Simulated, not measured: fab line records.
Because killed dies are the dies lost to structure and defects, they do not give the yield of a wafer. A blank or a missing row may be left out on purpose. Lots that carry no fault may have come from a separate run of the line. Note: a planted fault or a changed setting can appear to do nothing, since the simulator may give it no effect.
Comparing a struck lot with a sound one / flow sky130 / 18 steps out of a route of 708
Sound: wafers L198.2, L198.4, L198.5. Wafers struck: L189.1, L189.2, L189.5. At the end, the cause is stated.
Per side, at each step with rows, come the tool, then ch with its chambers, and then its first start. Under that, the readings that differ: sound wafers / struck wafers / difference of the means / sigmas: that difference in standard deviations of wafers without a fault.
alike: a reading whose means differ by less than 2 such deviations, as well as words and numbers matching on both sides. not compared: withheld readings; readings where some wafer has no value; bounds like >300 that might hide an equal value; numbers whose values overlap and for which the record gives no deviation.
A row with sigmas, a row that says differs or no value, or rows on one side alone: a step with any of these is where the two part. Non-overlapping numbers with no deviation appear without sigmas and do not part them. Lack of a reading on every wafer of one side parts them only where that side has two or more wafers.

first, 4 steps without rows for these wafers: SKY_PWDE_SOFTBAKE_03; SKY_PWDE_EXPOSE_04 (exposes mask PWDEM, target cd 840 nm); SKY_PWDE_PEB_05; SKY_PWDE_DEVELOP_06 (develop time 60 s).
SKY_PWDE_OVL_MEAS_07:
  sound on overlay-02 at day 8 11:02; struck on overlay-02 at day 5 23:26
  alike: PWDE_OVL
following that, these wafers have no rows for 1 step: SKY_PWDE_IMPLANT_08.
SKY_PWDE_STRIP_09: strips in O2/N2.
  sound on plasma_asher-02 ch 0, day 8 11:13; struck on plasma_asher-01 ch 0,1, day 5 23:37
  alike: chamber_pressure_mTorr, drypump_motor_current_A, oes_product_au, strip_time_to_endpoint_s
  not compared: rf_hours_counter_h
SKY_PWDE_TW_MEAS_10:
  sound on film_metro-02 at day 8 11:20; struck on film_metro-02 at day 5 23:43
  alike: PWDE_TW
then, 4 steps without rows for these wafers: SKY_NWELL_DEHYDRATE_03 (time 60 s); SKY_NWELL_HMDS_04 (prime time 60 s); SKY_NWELL_COAT_05 (resist thk 3000 nm); SKY_NWELL_SOFTBAKE_06.
SKY_NWELL_EXPOSE_07: exposes mask NWM, target cd 840 nm.
  sound on iline_stepper-02 ch 0, day 8 22:01; struck on iline_stepper-01 ch 0, day 6 09:04
reading=model.NWELL.overlay_x_nm (nm); sound=-1.107 -1.107 -1.107; struck=-110.2 -110.2 -110.2; difference=-109.1; sigmas=
  alike: mask, reticle_temp_C, stage_vel_mm_s
then, 2 steps without rows for these wafers: SKY_NWELL_PEB_08; SKY_NWELL_DEVELOP_09 (develop time 60 s).
SKY_NWELL_OVL_MEAS_10:
  sound on overlay-02 at day 9 08:33; struck on overlay-02 at day 6 17:08
reading=NWELL_00_OVL (nm); sound=-1.0 0.3 0.0; struck=-112.6 -112.5 -112.1; difference=-112.2; sigmas=-86
following that, these wafers have no rows for 1 step: SKY_NWELL_IMPLANT_11.
-- the record jumps here: 41 days lie between the struck wafers' starts before and after (it left off in module NWELL and takes up again in module PAD_OPEN, whose first step shown is number 708 of the route) --
SKY_PAD_OPEN_PROBE_99:
  sound on prober-01 at day 50 04:43; struck on prober-02 at day 47 15:35
reading=killed_at_other; sound=1 0 0; struck=1 2 2; difference=+1; sigmas=+3
reading=model.etest.pfet_16v.r_on_ohm_um; sound=1.496e+04 1.513e+04 1.54e+04; struck=1.447e+04 1.427e+04 1.484e+04; difference=-6.367e+02; sigmas=
reading=model.etest.nfet_16v.r_on_ohm_um; sound=1.395e+04 1.388e+04 1.408e+04; struck=1.326e+04 1.312e+04 1.34e+04; difference=-7.100e+02; sigmas=
reading=model.etest.pfet_16v.drive_ua_um; sound=246.3 244.6 241.4; struck=269.6 270.8 266.7; difference=+24.9; sigmas=
reading=model.etest.nfet_16v.drive_ua_um; sound=222.3 222.2 219.2; struck=230.8 232.2 230.8; difference=+10.0; sigmas=
  alike: killed_at_M0_to_M3, killed_at_M4_up, killed_at_contacts, killed_at_front_end, killed_dies, killed_open, killed_short

WHERE THEY PART
First at SKY_NWELL_OVL_MEAS_10; last, within this record, at SKY_PAD_OPEN_PROBE_99.

WHY: what had been put in by the simulator
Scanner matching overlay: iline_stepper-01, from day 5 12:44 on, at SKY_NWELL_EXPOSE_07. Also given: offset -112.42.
